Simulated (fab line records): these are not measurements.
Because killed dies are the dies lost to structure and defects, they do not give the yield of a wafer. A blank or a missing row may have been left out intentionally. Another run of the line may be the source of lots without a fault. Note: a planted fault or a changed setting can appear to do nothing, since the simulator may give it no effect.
The tool behind it: which one? | flow sky130 | 18 wafers sampled from 6 lots at 1 step of a route of 708

WHAT THE GAUGES READ, wafer by wafer
SKY_LI_CONTACT_RS_MEAS_22: measurement is done with a four-point probe.
lot  | measured     | on            | LI_CONTACT_W_RS (ohm/sq)
L206 | day 30 01:05 | film-metro-03 | 0.284 0.286 0.287
L211 | day 31 07:53 | film-metro-03 | 0.286 0.289 0.289
L213 | day 32 01:50 | film-metro-01 | 0.282 0.282 0.284
L217 | day 33 11:23 | film-metro-02 | 0.287 0.283 0.287
L225 | day 36 01:52 | film-metro-03 | 0.283 0.284 0.284
L227 | day 36 08:07 | film-metro-01 | 0.285 0.283 0.282

TOOL THAT RAN EACH LOT (tool first, then ch and the chambers of the sampled wafers, then the start)
The record holds no process step before these readings.

THE ANSWER, worked out from the rows above alone
Rule: the usual values come from the lots themselves. Put in order of their means at a reading, lots are off if they are a third of the lots or fewer, leave a main group of 4 or more, and stand apart from it by a gap of 3 or more times the standard deviation of the main group's means; of several such gaps the widest counts. If all means in a main group match to the digits the tables above print for the reading, that group is not used. Also off: a lot with no number at a reading for which 4 or more lots have one. Any other lot the step has rows for is counted as sound.
Across all readings shown, no lot is off: no conclusion can be drawn from this.

WHAT HAD BEEN PUT IN BY THE SIMULATOR
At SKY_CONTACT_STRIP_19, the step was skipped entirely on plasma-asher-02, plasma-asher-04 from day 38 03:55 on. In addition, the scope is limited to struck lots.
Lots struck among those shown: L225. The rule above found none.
